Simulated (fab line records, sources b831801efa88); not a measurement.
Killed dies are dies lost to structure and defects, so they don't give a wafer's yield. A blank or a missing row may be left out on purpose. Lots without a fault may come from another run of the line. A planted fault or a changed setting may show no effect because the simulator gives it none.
A struck lot beside a sound one | flow sky130 | 36 steps out of a route of 708
Sound: wafers L279.2, L279.3, L279.6. Struck: wafers L277.2, L277.3, L277.6. The cause comes at the end.
At each step with rows: each side's tool, then ch and its chambers, then its first start. Under that, the readings that differ: sound wafers | struck wafers | difference of the means | sigmas: that difference in standard deviations of wafers without a fault.
alike: readings whose means differ by less than 2 such deviations, and words and numbers that are the same on both sides. not compared: withheld readings, readings that some wafer has no value for, bounds like >300 that may hide the same value, and numbers for which the record gives no deviation and whose values overlap.
The two part at a step that has a row with sigmas, a row that says differs or no value, or rows on one side only. Numbers that don't overlap but have no deviation are shown without sigmas and don't part them. A reading that every wafer of one side lacks parts them only if that side has two wafers or more.

first, 6 steps without rows for these wafers: SKY_PWDE_HMDS_01 (prime time 60 s); SKY_PWDE_COAT_02 (resist thk 3000 nm); SKY_PWDE_SOFTBAKE_03; SKY_PWDE_EXPOSE_04 (exposes mask PWDEM, target cd 840 nm); SKY_PWDE_PEB_05; SKY_PWDE_DEVELOP_06 (develop time 60 s).
SKY_PWDE_OVL_MEAS_07:
  sound on overlay-01, day 6 18:06; struck on overlay-01, day 6 04:30
  alike: PWDE_OVL
then, 1 step without rows for these wafers: SKY_PWDE_IMPLANT_08.
SKY_PWDE_STRIP_09: strips in O2/N2.
  sound on plasma_asher-04 ch 1, day 6 18:17; struck on plasma_asher-04 ch 1, day 6 04:41
  alike: drypump_motor_current_A, oes_product_au, strip_time_to_endpoint_s
  not compared: rf_hours_counter_h
SKY_PWDE_TW_MEAS_10:
  sound on film_metro-02, day 6 18:23; struck on film_metro-02, day 6 04:47
  alike: PWDE_TW
then, 2 steps without rows for these wafers: SKY_NWELL_DEHYDRATE_03 (time 60 s); SKY_NWELL_HMDS_04 (prime time 60 s).
SKY_NWELL_COAT_05: resist thk 3000 nm.
  sound on litho_track-04 ch 0, day 7 02:46; struck on litho_track-03, day 6 12:59
  no value came back on the struck wafers for chill_plate_temp_C (C), dispense_pressure_kPa (kPa); on the sound wafers chill_plate_temp_C (C) reads 23.03 22.97 22.93
then, 3 steps without rows for these wafers: SKY_NWELL_SOFTBAKE_06; SKY_NWELL_EXPOSE_07 (exposes mask NWM, target cd 840 nm); SKY_NWELL_PEB_08.
SKY_NWELL_DEVELOP_09: develop time 62.97 s.
  sound on litho_track-04 ch 0; struck on litho_track-02 ch 0
  not compared: model.NWELL.cd_nm
SKY_NWELL_OVL_MEAS_10:
  sound on overlay-01, day 7 13:24; struck on overlay-01, day 6 22:10
  reading           | sound         | struck | difference                    | sigmas
  NWELL_00_OVL (nm) | -0.8 0.4 -0.4 | - - -  | no value on the struck wafers |
then, 3 steps without rows for these wafers: SKY_NWELL_IMPLANT_11; SKY_NWELL_IMPLANT_12; SKY_NWELL_IMPLANT_13.
SKY_NWELL_STRIP_14: strips in O2/N2.
  sound on plasma_asher-01 ch 0,1, day 7 13:53; struck on plasma_asher-03 ch 0,1, day 6 22:39
  no value came back on the struck wafers for oes_product_au (a.u.), strip_time_to_endpoint_s (s); on the sound wafers oes_product_au (a.u.) reads 0.714 0.731 0.718
  alike: drypump_motor_current_A
  not compared: rf_hours_counter_h
SKY_NWELL_TW_MEAS_15:
  sound on film_metro-02, day 7 13:59; struck on film_metro-02, day 6 22:46
  alike: NWELL_TW
then, 7 steps without rows for these wafers: SKY_NWELL_DEHYDRATE_16 (time 60 s); SKY_NWELL_HMDS_17 (prime time 60 s); SKY_NWELL_COAT_18 (resist thk 3000 nm); SKY_NWELL_SOFTBAKE_19; SKY_NWELL_EXPOSE_20 (exposes mask NWM COMPLEMENT, target cd 840 nm); SKY_NWELL_PEB_21; SKY_NWELL_DEVELOP_22 (develop time 60 s).
SKY_NWELL_OVL_MEAS_23:
  sound on overlay-01, day 8 09:49; struck on overlay-02, day 7 18:43
  alike: NWELL_01_OVL
then, 1 step without rows for these wafers: SKY_NWELL_IMPLANT_24.
SKY_NWELL_STRIP_25: strips in O2/N2.
  sound on plasma_asher-04 ch 0,1, day 8 10:01; struck on plasma_asher-04 ch 0,1, day 7 18:54
  alike: drypump_motor_current_A, oes_product_au, strip_time_to_endpoint_s
  not compared: rf_hours_counter_h
SKY_NWELL_TW_MEAS_26:
  sound on film_metro-02, day 8 10:08; struck on film_metro-03, day 7 19:01
  reading    | sound             | struck               | difference | sigmas
  NWELL_2_TW | 498.2 502.8 498.4 | 1849.8 1847.2 1840.8 | +1346.1    | +99 or more
then, 1 step without rows for these wafers: SKY_NWELL_CLEAN_27 (cleans in SC1/SC2, time 156.3 s).
-- the record jumps here: 40 days lie between the struck wafers' starts before and after (it left off in module NWELL and takes up again in module PAD_OPEN, whose first step shown is number 708 of the route) --
SKY_PAD_OPEN_PROBE_99:
  sound on prober-01, day 48 15:31; struck on prober-01, day 48 06:52
  reading             | sound    | struck      | difference | sigmas
  killed_at_front_end | 20 11 9  | 433 424 426 | +414       | +99 or more
  killed_dies         | 94 80 73 | 492 492 492 | +410       | +43
  killed_on_rim       | 15 19 16 | 96 96 96    | +79        | +23
  alike: killed_at_M0_to_M3, killed_at_M4_up, killed_at_contacts, killed_at_other, killed_open, killed_short

WHERE THEY PART
First at SKY_NWELL_COAT_05; last, within this record, at SKY_PAD_OPEN_PROBE_99.

WHY: what the simulator had put in
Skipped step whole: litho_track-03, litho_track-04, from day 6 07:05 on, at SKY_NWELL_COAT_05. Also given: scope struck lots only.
